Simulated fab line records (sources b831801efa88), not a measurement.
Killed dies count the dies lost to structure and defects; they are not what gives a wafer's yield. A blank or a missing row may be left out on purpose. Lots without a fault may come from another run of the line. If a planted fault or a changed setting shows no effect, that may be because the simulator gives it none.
Matching of chambers / flow sky130 / rieDiel-02 running SKY_VIA4_ETCH_12: 4 sister chambers
The step etches SiO2 in C4F8/O2/Ar, stops on TiN, target depth 580 nm. 8 wafers are shown with their chamber, then 10 later ones without.

EACH WAFER AND ITS CHAMBER
wafer=L077.3; chamber=2; oesProductAu (a.u.)=0.928
wafer=L082.3; chamber=0; oesProductAu (a.u.)=0.924
wafer=L082.5; chamber=3; oesProductAu (a.u.)=0.922
wafer=L088.3; chamber=2; oesProductAu (a.u.)=0.925
wafer=L088.5; chamber=0; oesProductAu (a.u.)=0.923
wafer=L088.6; chamber=1; oesProductAu (a.u.)=0.924
wafer=L090.2; chamber=3; oesProductAu (a.u.)=0.930
wafer=L090.3; chamber=1; oesProductAu (a.u.)=0.934

WAFERS MISSING THEIR CHAMBER
wafer=L090.5; oesProductAu (a.u.)=0.933
wafer=L094.1; oesProductAu (a.u.)=0.926
wafer=L094.3; oesProductAu (a.u.)=0.920
wafer=L094.5; oesProductAu (a.u.)=0.923
wafer=L096.2; oesProductAu (a.u.)=0.921
wafer=L096.3; oesProductAu (a.u.)=0.928
wafer=L096.4; oesProductAu (a.u.)=0.918
wafer=L097.1; oesProductAu (a.u.)=0.918
wafer=L097.3; oesProductAu (a.u.)=0.924
wafer=L097.4; oesProductAu (a.u.)=0.924

EACH ONE'S CHAMBER
wafer=L090.5; from the rows above=can't be placed: 1 or 2 or 3 or 0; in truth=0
wafer=L094.1; from the rows above=can't be placed: 3 or 2 or 0 or 1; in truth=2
wafer=L094.3; from the rows above=can't be placed: 0 or 3 or 2 or 1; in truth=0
wafer=L094.5; from the rows above=can't be placed: 0 or 3 or 2 or 1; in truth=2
wafer=L096.2; from the rows above=can't be placed: 0 or 3 or 2 or 1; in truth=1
wafer=L096.3; from the rows above=can't be placed: 1 or 2 or 3 or 0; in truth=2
wafer=L096.4; from the rows above=can't be placed: 0 or 3 or 2 or 1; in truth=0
wafer=L097.1; from the rows above=can't be placed: 0 or 3 or 2 or 1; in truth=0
wafer=L097.3; from the rows above=can't be placed: 0 or 3 or 2 or 1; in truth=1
wafer=L097.4; from the rows above=can't be placed: 0 or 3 or 2 or 1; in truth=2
0 of 10 placed correctly. Can't be placed from these rows: 10 (the true chamber is among the candidates in 10). Placed wrongly: 0.
How it was worked out, from the rows above alone: a wafer's distance from a chamber is the root of the sum, over the readings, of the square of ((its reading less the chamber's mean) divided by the reading's scatter). The wafer belongs to the nearest chamber; if the next one is less than 2 further off, it can't be placed. A chamber's mean is the mean of its shown wafers. How the scatter is found: for the shown wafers, subtract from each reading the mean of its chamber, square and add these, divide the total by (wafers less chambers), then take the root.
